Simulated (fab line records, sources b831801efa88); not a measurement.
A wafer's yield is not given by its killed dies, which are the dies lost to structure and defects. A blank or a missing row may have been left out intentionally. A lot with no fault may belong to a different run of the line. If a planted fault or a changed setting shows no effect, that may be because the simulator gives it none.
Which tool did it? | flow sfq-line | Sampling: 14 lots, 42 wafers, 2 of 325 route steps

WHAT THE GAUGES SHOWED, per wafer
The record lacks any reading of a measuring or inspecting step that a usual standard deviation could be used to judge.

TOOL THAT RAN EACH LOT (tool first, then ch and the chambers of the sampled wafers, then the start)
lot  | SFQ_TRILAYER_L0_CAP_PECVD_011  | SFQ_TRILAYER_L0_VIA_ETCH_VIA_ETCH_016
L687 | pecvd-01 ch 0,1,2, day 4 11:05 | rie-diel-04 ch 2,3, day 7 14:20
L688 | pecvd-01 ch 0,2, day 4 18:17   | rie-diel-01 ch 2,3, day 7 22:52
L689 | pecvd-01 ch 0,1,2, day 4 23:07 | rie-diel-01 ch 1,2, day 8 03:40
L690 | pecvd-02 ch 0,1,2, day 5 02:41 | rie-diel-02 ch 0,1,2, day 8 08:03
L691 | pecvd-02 ch 0,1,2, day 5 07:29 | rie-diel-04 ch 1,2,3, day 8 12:49
L692 | pecvd-03 ch 0,1,2, day 5 09:53 | rie-diel-02 ch 1,2, day 8 16:25
L697 | pecvd-02 ch 1,2, day 6 12:49   | rie-diel-02 ch 1,2, day 9 20:01
L699 | pecvd-01 ch 1,2, day 7 00:44   | rie-diel-01 ch 1,2,3, day 10 09:11
L702 | pecvd-03 ch 0,2, day 7 19:27   | rie-diel-02 ch 0,2,3, day 11 04:23
L703 | pecvd-03 ch 0,1,2, day 8 02:04 | rie-diel-01 ch 0,1,2, day 11 15:11
L704 | pecvd-02 ch 0,2, day 8 07:37   | rie-diel-04 ch 0,1,3, day 12 00:47
L705 | pecvd-02 ch 0,1,2, day 8 12:26 | rie-diel-01 ch 1,2,3, day 12 04:23
L706 | pecvd-02 ch 0,1,2, day 8 19:37 | rie-diel-02 ch 2,3, day 12 13:34
L707 | pecvd-03 ch 1,2, day 9 02:49   | rie-diel-01 ch 1,3, day 12 23:10
- SFQ_TRILAYER_L0_CAP_PECVD_011: deposits SiO2 from SiH4/N2O, time 13.333 s, target thk 60 nm.
- SFQ_TRILAYER_L0_VIA_ETCH_VIA_ETCH_016: etches SiO2 in CHF3, stops on MoNx KI, target depth 80 nm.

AS READ BY THE TOOLS THEMSELVES (means over the sampled wafers that have a number; for cases with no such wafer, the mark the record gives instead)
SFQ_TRILAYER_L0_CAP_PECVD_011. Usual: heater-power-outer-w 29 W, standard deviation 7.8; heater-power-w 81 W, standard deviation 16; susceptor-temp-C 149.98 C, standard deviation 0.16; throttle-valve-pct 25.7 %, standard deviation 1.2.
lot  | tool     | heater-power-outer-w (W) | heater-power-w (W) | susceptor-temp-C (C) | throttle-valve-pct (%) | flag
L687 | pecvd-01 | 29                       | 80                 | 149.95               | 25.9                   |
L688 | pecvd-01 | 35                       | 96                 | 150.01               | 27.3                   |
L689 | pecvd-01 | 34                       | 88                 | 149.88               | 26.1                   |
L690 | pecvd-02 | 24                       | 72                 | 149.97               | 25.9                   |
L691 | pecvd-02 | 24                       | 71                 | 149.95               | 26.2                   |
L692 | pecvd-03 | 33                       | 89                 | 149.93               | 25.1                   |
L697 | pecvd-02 | 23                       | 64                 | 150.05               | 26.7                   |
L699 | pecvd-01 | 28                       | 72                 | 150.02               | 24.7                   |
L702 | pecvd-03 | 35                       | 91                 | 149.84               | 25.6                   |
L703 | pecvd-03 | 34                       | 91                 | 150.13               | 25.2                   |
L704 | pecvd-02 | 28                       | 77                 | 150.09               | 25.5                   |
L705 | pecvd-02 | 25                       | 71                 | 150.01               | 26.0                   |
L706 | pecvd-02 | 23                       | 70                 | 149.88               | 25.9                   |
L707 | pecvd-03 | 25                       | 79                 | 149.87               | 25.0                   |

SFQ_TRILAYER_L0_VIA_ETCH_VIA_ETCH_016. Usual: drypump-motor-current-A 5.6 A, standard deviation 0.44; oes-product-au 0.843 a.u., standard deviation 0.0071.
lot  | tool        | drypump-motor-current-A (A) | oes-product-au (a.u.) | flag
L687 | rie-diel-04 | 5.5                         | 0.839                 |
L688 | rie-diel-01 | 5.5                         | 0.846                 |
L689 | rie-diel-01 | 5.8                         | 0.843                 |
L690 | rie-diel-02 | 5.7                         | 1.003                 | OFF
L691 | rie-diel-04 | 5.3                         | 0.844                 |
L692 | rie-diel-02 | 5.4                         | 0.840                 |
L697 | rie-diel-02 | 5.4                         | 0.844                 |
L699 | rie-diel-01 | 5.6                         | 1.000                 | OFF
L702 | rie-diel-02 | 5.8                         | 0.842                 |
L703 | rie-diel-01 | 5.8                         | 0.851                 |
L704 | rie-diel-04 | 5.5                         | 0.836                 |
L705 | rie-diel-01 | 5.5                         | 0.846                 |
L706 | rie-diel-02 | 5.5                         | 0.838                 |
L707 | rie-diel-01 | 5.4                         | 0.846                 |

THE ANSWER, worked out from the rows above alone
Rule: a lot counts as off when the mean over its wafers that have a number is more than 3 standard deviations away from the usual mean. Also off: a lot with no number at a reading for which 4 or more lots have one. The other lots that the step has rows for count as sound. After the gauges, taken in route order, come the tools' own readings; for these a lot's mean is taken, as printed above. The first step at which some lot is off is used, and at that step the reading that is off furthest; a lot without a number counts as furthest.
Off: L690, L699, at SFQ_TRILAYER_L0_VIA_ETCH_VIA_ETCH_016 (oes-product-au).
A tool fits if, at that step or a process step before it, it ran every lot that is off, and no sound lot after the first of them. Of those tried, none fits.

WHAT THE SIMULATOR HAD INSERTED
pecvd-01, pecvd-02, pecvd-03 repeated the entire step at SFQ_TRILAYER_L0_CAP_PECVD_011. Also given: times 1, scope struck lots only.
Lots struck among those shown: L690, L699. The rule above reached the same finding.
